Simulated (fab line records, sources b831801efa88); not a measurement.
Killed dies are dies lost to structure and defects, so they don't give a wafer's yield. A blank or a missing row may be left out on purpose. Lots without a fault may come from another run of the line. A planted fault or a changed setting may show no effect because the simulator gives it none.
fab line records | flow sfq_line
record lots=6 wafers=18 last_day=88
route steps=325 shown M3@125 I3@133
lots that met no fault: from a run of the same line without faults
start_h: hours from the record's first day to the start of the lot's first wafer shown | wait_h: hours since the lot's step before | " the same as in the row above | L1.1+2: a row that stands for several wafers | - no value, or no start given | * or withheld: withheld | < > ~ a bound
route shown NAME@n: a module of which the file shows steps, and the number in the route of the first | usual: mean/standard deviation of fault-free wafers | same: alike in all rows | chamber/n: place in a boat | sites: the reading at each site | _std_site: their standard deviation | _edge_site: outer sites' mean less inner sites' | radius_mm: how far each site lies from the wafer's centre | mask NAME#n: copy n | behind: the tool/chamber that last shaped the wafer | hold: why the lot was held/for how many hours/how that ended | device: the transistor (n, p or np) that didn't switch | end of line: the same wafers' tests at the end of the route | a step without rows: its recipe alone | killed: dies lost to structure and defects at the first sort, not the wafer's yield | map: a wafer's dies, x killed, . not, _ none there
set.NAME: the setting as run; set.NAME@STEP: as run at that earlier step | model.NAME: the simulator's own value behind a step, which no gauge read
lots at some steps of the route; a table a step, a row a wafer
services: from which hour (start_h, from the record's first day; less than 0 if before it) a tool's chamber was out of use, for how many hours, and why
## steps
# step SFQ_TRILAYER_M3_LITHO_EXPOSE_076
# recipe mask_id=M3 na=0.6 source_shape=conventional sigma_outer=0.65 target_cd_nm=500 dose_mj=14.4
# step SFQ_TRILAYER_M3_LITHO_PEB_078
# recipe peb_temp_c=115 peb_time_s=60 resist=KrF
# step SFQ_TRILAYER_M3_LITHO_DEVELOP_077
# recipe time_s=60 resist=KrF
# step SFQ_M3_OVL_MEAS_921
# usual M3_OVL=1/6
# columns lot.wafer tool chamber start_h wait_h M3_OVL[nm]
L773.4 overlay-02 - 931.53 0.1 -13
L773.5 " - " " -10
L773.6 " - " " -10
L777.2 overlay-02 - 1109.34 0.1 7
L777.4 " - " " 3
L777.6 " - " " 9
L779.2 overlay-01 - 1114.14 0.1 7
L779.3 " - " " 5
L779.4 " - " " 6
L784.3 overlay-02 - 1137.52 0.1 -1
L784.5 " - " " -4
L784.6 " - " " -2
L791.3 overlay-02 - 1258.24 0.1 -4
L791.5 " - " " -8
L791.6 " - " " -1
L792.3 overlay-02 - 1263.04 0.1 9
L792.4 " - " " 3
L792.6 " - " " 1
# step SFQ_TRILAYER_M3_BARC_OPEN_METAL_ETCH_100
# recipe mask_material=PR chemistry=O2 target_depth_nm=125 target=BARC icp_w=600 bias_w=80 pressure_mtorr=10 time_s=41.7
# usual drypump_motor_current_A=5.90/0.25 he_backside_leak_sccm=3.6/0.47 oes_product_au=0.685/0.0042
# columns lot.wafer tool chamber start_h wait_h drypump_motor_current_A he_backside_leak_sccm oes_product_au rf_hours_counter_h
L773.4 rie_metal-01 0 931.56 0.0 5.58 3.5 0.681 -
L773.5 " 1 " " 5.60 3.4 0.684 -
L773.6 " 0 " " 5.59 3.6 0.681 -
L777.2 rie_metal-01 1 1109.37 0.0 5.60 3.7 0.691 31
L777.4 " 0 " " 5.58 7.0 0.691 -
L777.6 " 0 " " 5.57 3.5 0.687 -
L779.2 rie_metal-01 1 1114.17 0.0 5.60 3.3 0.685 31
L779.3 " 0 " " 5.58 3.6 0.683 -
L779.4 " 1 " " 5.64 6.1 0.687 -
L784.3 rie_metal-04 0 1137.56 0.0 5.77 3.4 0.684 -
L784.5 " 1 " " 5.91 3.7 0.677 -
L784.6 " 0 " " 5.80 3.4 0.688 -
L791.3 rie_metal-04 0 1258.28 0.0 5.78 2.8 0.685 -
L791.5 " 0 " " 5.80 3.3 0.676 -
L791.6 " 1 " " 5.94 3.4 0.690 -
L792.3 rie_metal-04 0 1263.08 0.0 5.79 3.4 0.687 -
L792.4 " 1 " " 5.94 3.4 0.682 -
L792.6 " 0 " " 5.81 3.4 0.688 -
# step SFQ_TRILAYER_M3_ETCH_METAL_ETCH_078
# recipe target=Nb stop_on=SiO2 mask_material=PR chemistry=Cl2/Ar target_depth_nm=240 icp_w=600 bias_w=80 pressure_mtorr=10 time_s=120
# usual drypump_motor_current_A=5.90/0.25 he_backside_leak_sccm=3.5/0.3 oes_product_au=0.891/0.0072
# columns lot.wafer tool chamber start_h wait_h drypump_motor_current_A he_backside_leak_sccm oes_product_au rf_hours_counter_h
L773.4 rie_metal-01 0 931.64 0.1 5.59 3.6 0.902 -
L773.5 " 1 " " 5.60 3.7 0.901 -
L773.6 " 0 " " 5.58 3.4 0.908 -
L777.2 rie_metal-01 1 1109.43 0.0 5.61 3.6 0.888 31
L777.4 " 0 " " 5.59 3.5 0.891 -
L777.6 " 0 " " 5.59 3.5 0.886 -
L779.2 rie_metal-01 1 1114.23 0.0 5.61 3.5 0.882 31
L779.3 " 0 " " 5.59 3.5 0.894 -
L779.4 " 1 " " 5.60 3.2 0.895 -
L784.3 rie_metal-04 0 1137.64 0.1 5.78 3.2 0.903 -
L784.5 " 1 " " 5.93 3.2 0.891 -
L784.6 " 0 " " 5.78 3.2 0.892 -
L791.3 rie_metal-04 0 1258.36 0.1 5.79 3.9 0.891 -
L791.5 " 0 " " 5.79 3.7 0.890 -
L791.6 " 1 " " 5.93 3.0 0.895 -
L792.3 rie_metal-04 0 1263.16 0.1 5.78 3.3 0.892 -
L792.4 " 1 " " 5.92 3.5 0.898 -
L792.6 " 0 " " 5.77 3.5 0.911 -
# step SFQ_TRILAYER_M3_STRIP_STRIP_079
# recipe gas=O2 power_w=200 platen_temp_c=40 overash_fraction=0.65 chemistry=O2 pressure_mtorr=50
# usual drypump_motor_current_A=5.89/0.24 he_backside_leak_sccm=3.6/0.41 oes_product_au=1.000/0.0094 platen_temp_c=40.00/0.12
# columns lot.wafer tool chamber start_h wait_h drypump_motor_current_A he_backside_leak_sccm oes_product_au platen_temp_c rf_hours_counter_h
L773.4 rie_metal-01 0 931.93 0.2 5.61 3.5 0.999 40.02 -
L773.5 " 1 " " 5.62 3.5 0.995 39.94 -
L773.6 " 0 " " 5.59 5.3 1.005 40.00 -
L777.2 rie_metal-01 1 1109.55 0.1 5.62 3.7 1.000 40.15 31
L777.4 " 0 " " 5.59 3.6 1.012 39.80 -
L777.6 " 0 " " 5.60 3.6 1.012 40.01 -
L779.2 rie_metal-01 1 1114.35 0.1 5.62 3.3 1.004 40.00 32
L779.3 " 0 " " 5.59 3.7 1.006 39.90 -
L779.4 " 1 " " 5.61 3.3 1.005 39.99 -
L784.3 rie_metal-04 0 1137.93 0.2 5.81 3.4 1.012 39.77 -
L784.5 " 1 " " 5.91 3.2 1.016 40.21 -
L784.6 " 0 " " 5.80 3.5 1.011 39.71 -
L791.3 rie_metal-04 0 1258.65 0.2 5.79 3.4 0.992 39.91 -
L791.5 " 0 " " 5.77 3.4 0.982 40.02 -
L791.6 " 1 " " 5.95 3.4 0.987 39.99 -
L792.3 rie_metal-04 0 1263.45 0.2 5.80 3.4 0.994 39.95 -
L792.4 " 1 " " 5.93 3.4 1.000 40.10 -
L792.6 " 0 " " 5.78 3.3 1.004 39.97 -
# step SFQ_TRILAYER_M3_STRIP_SOLV_CLEAN_080
# recipe chemistry=NMP temp_c=70 time_s=600
# step SFQ_TRILAYER_I3_DEP_PECVD_081
# recipe material=SiO2 temp_c=150 time_s=111.11 pressure_torr=2.4 rf_w=183.3 precursor=SiH4/N2O target_thk_nm=500
# step SFQ_TRILAYER_I3_CMP_CMP_082
# recipe material=SiO2 down_force_psi=3 platen_rpm=60 pad_velocity_m_s=0.94248
# step SFQ_I3_BOW_MEAS_922
# recipe mode=bow
# usual I3_BOW=4/8.2
# columns lot.wafer tool chamber start_h wait_h I3_BOW[um]
L773.4 film_metro-03 - 935.64 2.6 10
L773.5 " - " " 9
L773.6 " - " " 15
L777.2 film_metro-03 - 1113.43 2.0 0
L777.4 " - " " -9
L777.6 " - " " 8
L779.2 film_metro-03 - 1118.23 1.5 -4
L779.3 " - " " -10
L779.4 " - " " -2
L784.3 film_metro-03 - 1146.57 2.5 -5
L784.5 " - " " 0
L784.6 " - " " -8
L791.3 film_metro-04 - 1300.16 2.0 -5
L791.5 " - " " 4
L791.6 " - " " 1
L792.3 film_metro-02 - 1303.54 2.5 8
L792.4 " - " " 17
L792.6 " - " " 9
# step SFQ_TRILAYER_I3_METRO_MEASURE_083
# usual thk_nm=200.4/1
# columns lot.wafer tool chamber start_h wait_h thk_nm
L773.4 film_metro-03 - 936.30 0.6 198.5
L773.5 " - " " 198.6
L773.6 " - " " 198.4
L777.2 film_metro-03 - 1113.73 0.3 200.2
L777.4 " - " " 199.5
L777.6 " - " " 199.6
L779.2 film_metro-03 - 1118.53 0.3 200.1
L779.3 " - " " 201.1
L779.4 " - " " 199.8
L784.3 film_metro-03 - 1147.05 0.5 200.3
L784.5 " - " " 201.6
L784.6 " - " " 201.6
L791.3 film_metro-04 - 1300.64 0.5 200.4
L791.5 " - " " 200.1
L791.6 " - " " 201.2
L792.3 film_metro-02 - 1304.02 0.5 200.2
L792.4 " - " " 199.2
L792.6 " - " " 199.5
# step SFQ_TRILAYER_I3_VIA_LITHO_COAT_090
# recipe resist=BARC spin_rpm=3000 resist_thk_nm=62
# usual dispense_pressure_kPa=49.4/2.7 resist_line_temp_C=23.01/0.098
# columns lot.wafer tool chamber start_h wait_h dispense_pressure_kPa resist_line_temp_C model.BARC_of_TRILAYER_I3_VIA_LITHO_COAT_090.thk_nm
L773.4 litho_track-02 0 937.05 0.6 47.2 23.15 62.16
L773.5 " 0 " " 47.2 22.97 61.79
L773.6 " 0 " " 47.3 23.10 62.08
L777.2 litho_track-01 0 1114.78 0.8 53.5 23.11 62.2
L777.4 " 0 " " 53.6 22.92 62.17
L777.6 " 0 " " 53.5 23.14 63.87
L779.2 litho_track-01 0 1119.58 0.8 53.5 22.91 61.96
L779.3 " 0 " " 53.5 23.08 63.49
L779.4 " 0 " " 53.5 23.21 61.74
L784.3 litho_track-02 0 1147.95 0.7 47.3 22.80 62.06
L784.5 " 0 " " 47.3 22.93 61.9
L784.6 " 0 " " 47.2 22.94 61.87
L791.3 litho_track-01 0 1301.54 0.7 53.5 23.16 62
L791.5 " 0 " " 53.5 23.09 62.1
L791.6 " 0 " " 53.5 23.15 61.91
L792.3 litho_track-03 0 1304.93 0.7 48.2 23.09 61.89
L792.4 " 0 " " 48.2 23.14 62.12
L792.6 " 0 " " 48.2 22.98 61.86
# step SFQ_TRILAYER_I3_VIA_LITHO_COAT_085
# recipe resist=KrF spin_rpm=3000 resist_thk_nm=650
# step SFQ_TRILAYER_I3_VIA_LITHO_SOFTBAKE_089
# recipe temp_c=withheld time_s=withheld resist=KrF
# step SFQ_TRILAYER_I3_VIA_LITHO_EXPOSE_086
# recipe mask_id=I3 na=0.6 source_shape=conventional sigma_outer=0.65 target_cd_nm=500 dose_mj=21.3
# step SFQ_TRILAYER_I3_VIA_LITHO_PEB_088
# recipe peb_temp_c=115 peb_time_s=60 resist=KrF
# step SFQ_TRILAYER_I3_VIA_LITHO_DEVELOP_087
# recipe time_s=60 resist=KrF
# step SFQ_I3_OVL_MEAS_923
# usual I3_OVL=-1/4.8
# columns lot.wafer tool chamber start_h wait_h I3_OVL[nm]
L773.4 overlay-01 - 1084.15 0.1 -2
L773.5 " - " " -2
L773.6 " - " " -4
L777.2 overlay-01 - 1195.91 0.1 4
L777.4 " - " " 6
L777.6 " - " " 4
L779.2 overlay-01 - 1198.31 0.1 -2
L779.3 " - " " -2
L779.4 " - " " 0
L784.3 overlay-02 - 1218.72 0.1 -5
L784.5 " - " " -3
L784.6 " - " " -2
L791.3 overlay-01 - 1401.64 0.1 -8
L791.5 " - " " -2
L791.6 " - " " -4
L792.3 overlay-01 - 1407.64 0.1 -2
L792.4 " - " " 1
L792.6 " - " " -4
# step SFQ_TRILAYER_I3_VIA_BARC_OPEN_VIA_ETCH_121
# recipe mask_material=PR chemistry=O2 target_depth_nm=125 target=BARC source_w=500 bias_w=80 pressure_mtorr=30 time_s=41.7
# usual drypump_motor_current_A=5.9/0.67 oes_product_au=0.686/0.0045
# columns lot.wafer tool chamber start_h wait_h drypump_motor_current_A oes_product_au rf_hours_counter_h model.etch.depth_nm
L773.4 rie_diel-01 1 1084.17 0.0 4.8 0.685 16 62.16
L773.5 " 3 " " 6.8 0.690 - 61.79
L773.6 " 0 " " 5.3 0.682 - 62.08
L777.2 rie_diel-04 2 1195.94 0.0 5.5 0.683 4 62.2
L777.4 " 3 " " 6.6 0.689 10 62.17
L777.6 " 0 " " 5.4 0.694 - 63.87
L779.2 rie_diel-03 0 1198.34 0.0 6.3 0.687 14 61.96
L779.3 " 2 " " 5.3 0.698 8 63.49
L779.4 " 1 " " 6.6 0.682 2 61.74
L784.3 rie_diel-01 0 1218.74 0.0 5.3 0.696 14 62.06
L784.5 " 2 " " 6.7 0.689 - 61.9
L784.6 " 3 " " 6.8 0.693 - 61.87
L791.3 rie_diel-01 0 1401.66 0.0 5.3 0.683 17 62
L791.5 " 1 " " 4.8 0.683 - 62.1
L791.6 " 0 " " 5.2 0.691 - 61.91
L792.3 rie_diel-04 0 1407.66 0.0 5.4 0.678 13 61.89
L792.4 " 1 " " 5.3 0.689 13 62.12
L792.6 " 1 " " 5.3 0.692 - 61.86
# step SFQ_TRILAYER_I3_VIA_ETCH_VIA_ETCH_088
# recipe target=SiO2 stop_on=Nb mask_material=PR taper_deg=20 chemistry=CHF3 target_depth_nm=260 source_w=500 bias_w=80 pressure_mtorr=30 time_s=withheld
# usual drypump_motor_current_A=5.9/0.67 oes_product_au=0.855/0.0045
# columns lot.wafer tool chamber start_h wait_h drypump_motor_current_A oes_product_au
L773.4 rie_diel-01 1 1084.21 0.0 4.8 0.848
L773.5 " 3 " " 6.8 0.849
L773.6 " 0 " " 5.3 0.849
L777.2 rie_diel-04 2 1195.98 0.0 5.5 0.850
L777.4 " 3 " " 6.6 0.849
L777.6 " 0 " " 5.4 0.853
L779.2 rie_diel-03 0 1198.38 0.0 6.3 0.853
L779.3 " 2 " " 5.3 0.855
L779.4 " 1 " " 6.6 0.855
L784.3 rie_diel-01 0 1218.78 0.0 5.3 0.856
L784.5 " 2 " " 6.8 0.857
L784.6 " 3 " " 6.8 0.860
L791.3 rie_diel-01 0 1401.70 0.0 5.3 0.851
L791.5 " 1 " " 4.8 0.851
L791.6 " 0 " " 5.3 0.857
L792.3 rie_diel-04 0 1407.70 0.0 5.4 0.849
L792.4 " 1 " " 5.3 0.846
L792.6 " 1 " " 5.3 0.854
## services
# columns tool chamber start_h hours kind
rie_diel-04 2 914.53 7.9 repair
rie_metal-04 - 915.31 2.8 pm
rie_diel-04 - 923.37 0.6 repair
rie_diel-04 0 926.01 2.6 repair
film_metro-03 - 944.59 1.2 pm
rie_diel-01 0 948.08 7.6 repair
film_metro-03 - 950.91 0.3 pm
rie_diel-01 0 1039.61 12.9 repair
rie_metal-01 - 1049.94 0.4 repair
rie_metal-04 1 1059.76 7.1 repair
rie_metal-04 - 1082.37 1.4 repair
rie_diel-01 3 1113.61 7.6 repair
rie_metal-01 0 1168.97 6.5 repair
rie_diel-01 3 1176.94 7.6 repair
rie_diel-01 3 1242.71 9.1 repair
rie_metal-01 1 1244.02 14.1 repair
rie_metal-04 1 1246.41 6.7 repair
rie_diel-01 0 1282.91 18.6 repair
rie_metal-01 - 1348.45 2.8 pm
rie_diel-01 0 1365.05 1.4 repair
rie_diel-01 0 1373.54 4.3 repair
rie_diel-01 - 1379.52 15.6 pm
rie_metal-04 - 1391.62 0.8 repair
rie_metal-01 - 1396.64 14.6 pm
## key
first_sign none at tools or gauges
model_effect step=SFQ_TRILAYER_I3_VIA_LITHO_COAT_090 value=BARC_of_TRILAYER_I3_VIA_LITHO_COAT_090.thk_nm without=62.12 struck=63.68
model_effect step=SFQ_TRILAYER_I3_VIA_BARC_OPEN_VIA_ETCH_121 value=etch.depth_nm without=62.12 struck=63.68
met_at SFQ_TRILAYER_I3_VIA_LITHO_COAT_090
struck_wafers L777.6,L779.3
fault kind=process_parameter_drift tool=litho_track-01 chamber=- onset_h=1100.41 steps=SFQ_TRILAYER_I3_VIA_LITHO_COAT_090 channel=resist_thk_nm offset=1.5534 shape=step end_h=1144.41 scope=struck_wafers_only acts_in=these_recipes_only stated=62
